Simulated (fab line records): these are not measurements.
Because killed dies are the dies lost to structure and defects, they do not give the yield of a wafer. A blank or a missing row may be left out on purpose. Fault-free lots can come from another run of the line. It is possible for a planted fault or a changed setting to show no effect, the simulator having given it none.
Comparing a struck lot with a sound one    flow sky130    14 steps out of a route of 708
Sound: wafers L383.1, L383.4, L383.6. The struck wafers were L395.3, L395.4, L395.5. Last of all comes the cause.
For every step that has rows: the tool of each side, followed by ch and its chambers, followed by its first start. Under that, the readings that differ: sound wafers    struck wafers    difference of the means    sigmas: that difference in standard deviations of wafers without a fault.
alike: readings with means less than 2 such deviations apart, plus words and numbers identical on both sides. not compared: withheld readings, readings lacking a value on some wafer, bounds such as >300 that could conceal the same value, and numbers that have no deviation in the record and whose values overlap.
The two part at a step that has a row with sigmas, a row that says differs or no value, or rows on one side only. When numbers do not overlap yet have no deviation, they are printed without sigmas and do not part them. A reading that every wafer of one side lacks parts them only if that side has two wafers or more.

SKY_METAL4_STRIP_19: strips in O2/N2.
  sound on plasma_asher-01 ch 1, day 42 17:14; struck on plasma_asher-03 ch 0,1, day 45 03:50
reading                sound              struck             difference  sigmas
oes_product_au (a.u.)  0.501 0.494 0.491  0.510 0.509 0.504  +0.012      +2
  alike: drypump_motor_current_A, n2_flow_sccm, strip_time_to_endpoint_s
  not compared: rf_hours_counter_h
then, 4 steps without rows for these wafers: SKY_METAL4_STRIP_20 (strips in post etch residue remover, time 1200 s); SKY_METAL4_CLEAN_21 (cleans in IPA, time 180 s); SKY_METAL4_CLEAN_22 (cleans in O3/DIW); SKY_VIA4_HDPCVD_00 (deposits SiO2, target thk 1750 nm, time 291.7 s).
SKY_VIA4_THK_MEAS_01:
  struck on film_metro-02, day 45 04:36; sound on film_metro-04, day 42 18:02
  alike: VIA4_HDPCVD_THK
SKY_VIA4_CMP_02: polishes SiO2.
  sound on cmp-01 ch 1,2, day 42 18:08; struck on cmp-02 ch 0,1,3, day 45 04:38
  alike: head_pressure_psi, motor_current_A
SKY_VIA4_BOW_MEAS_03:
  struck on film_metro-04, day 45 04:59; sound on film_metro-02, day 42 18:23
  alike: VIA4_BOW
then, 4 steps without rows for these wafers: SKY_VIA4_DEHYDRATE_04 (time 60 s); SKY_VIA4_HMDS_05 (prime time 60 s); SKY_VIA4_COAT_06 (resist thk 1140 nm); SKY_VIA4_SOFTBAKE_07 (time 60 s).
SKY_VIA4_EXPOSE_08: exposes mask VIM4, target cd 800 nm.
  struck on iline_stepper-01, day 45 13:41; sound on iline_stepper-02 ch 0, day 43 05:58
  no value came back on the struck wafers for exposure_dose_mJ_cm2, focus_offset_nm (nm), stage_vel_mm_s (mm/s); on the sound wafers exposure_dose_mJ_cm2 reads 132.06 131.89 131.88
  alike: mask
next, for these wafers, 1 step has no rows: SKY_VIA4_PEB_09.

WHERE THEY PART
Last at SKY_VIA4_EXPOSE_08 as far as this record goes, first at SKY_METAL4_STRIP_19.

WHY: what the simulator had put in
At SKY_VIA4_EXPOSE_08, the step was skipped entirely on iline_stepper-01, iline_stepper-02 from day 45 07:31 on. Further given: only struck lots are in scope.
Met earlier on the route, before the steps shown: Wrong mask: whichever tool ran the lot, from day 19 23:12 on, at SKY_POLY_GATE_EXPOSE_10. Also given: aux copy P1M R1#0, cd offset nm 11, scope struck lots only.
